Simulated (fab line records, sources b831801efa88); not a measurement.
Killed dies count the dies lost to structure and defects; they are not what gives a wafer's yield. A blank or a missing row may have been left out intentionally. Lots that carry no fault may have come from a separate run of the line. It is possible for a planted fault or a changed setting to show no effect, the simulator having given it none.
Matching of chambers	flow sky130	rie diel-02 running SKY_FIELD_ISO_ETCH_15: 4 sister chambers
The step etches the open film in CHF3/O2, stops on Si, target depth 180 nm, time 72 s. 14 wafers are shown with their chamber, then 7 later ones without.

## EACH WAFER AND ITS CHAMBER
wafer	chamber	drypump motor current A (A)	oes product au (a.u.)	throttle valve pct (%)
L220.2	3	5.4	0.930	8.858
L220.5	1	5.1	0.935	8.836
L220.6	0	6.0	0.942	8.844
L223.2	2	6.4	0.945	8.830
L223.4	3	5.4	0.939	8.834
L223.6	2	6.4	0.948	8.849
L224.1	2	6.4	0.939	8.840
L224.3	3	5.4	0.930	8.827
L224.6	3	5.4	0.923	8.843
L227.1	0	6.0	0.946	8.842
L227.4	3	5.4	0.934	8.837
L227.6	2	6.3	0.936	8.835
L236.1	0	5.9	0.934	8.837
L236.3	3	5.4	0.940	8.842

SIGNATURES (means of the wafers above)
reading	chamber 0	chamber 1	chamber 2	chamber 3	scatter within a chamber
drypump motor current A	5.967	5.100	6.375	5.400	0.0376
oes product au	0.94067	0.93500	0.94200	0.93267	0.00607
throttle valve pct	8.84100	8.83600	8.83850	8.84017	0.0088
Rule: a wafer lies at a distance from a chamber equal to the root of the sum of squares, over the readings, of (its reading less the chamber's mean, divided by the reading's scatter). The wafer belongs to the nearest chamber; if the next one is less than 2 further off, it can't be placed. The scatter is the square root of a quotient: the sum, over the shown wafers, of each reading's squared deviation from its chamber's mean, divided by wafers minus chambers.

## WAFERS MISSING THEIR CHAMBER
wafer	drypump motor current A (A)	oes product au (a.u.)	throttle valve pct (%)
L236.4	6.4	0.949	8.850
L237.3	5.4	0.934	8.813
L237.4	5.2	0.941	8.847
L237.5	5.9	0.931	8.845
L240.3	5.9	0.941	8.848
L240.4	5.4	0.942	8.837
L240.5	5.9	0.933	8.855

## WHICH CHAMBER EACH ONE RAN IN
wafer	from the rows above	in truth
L236.4	2	2
L237.3	3	3
L237.4	1	1
L237.5	0	0
L240.3	0	0
L240.4	3	3
L240.5	0	0
7 of 7 placed correctly. Left unplaced by these rows: 0. Number placed wrongly: 0.
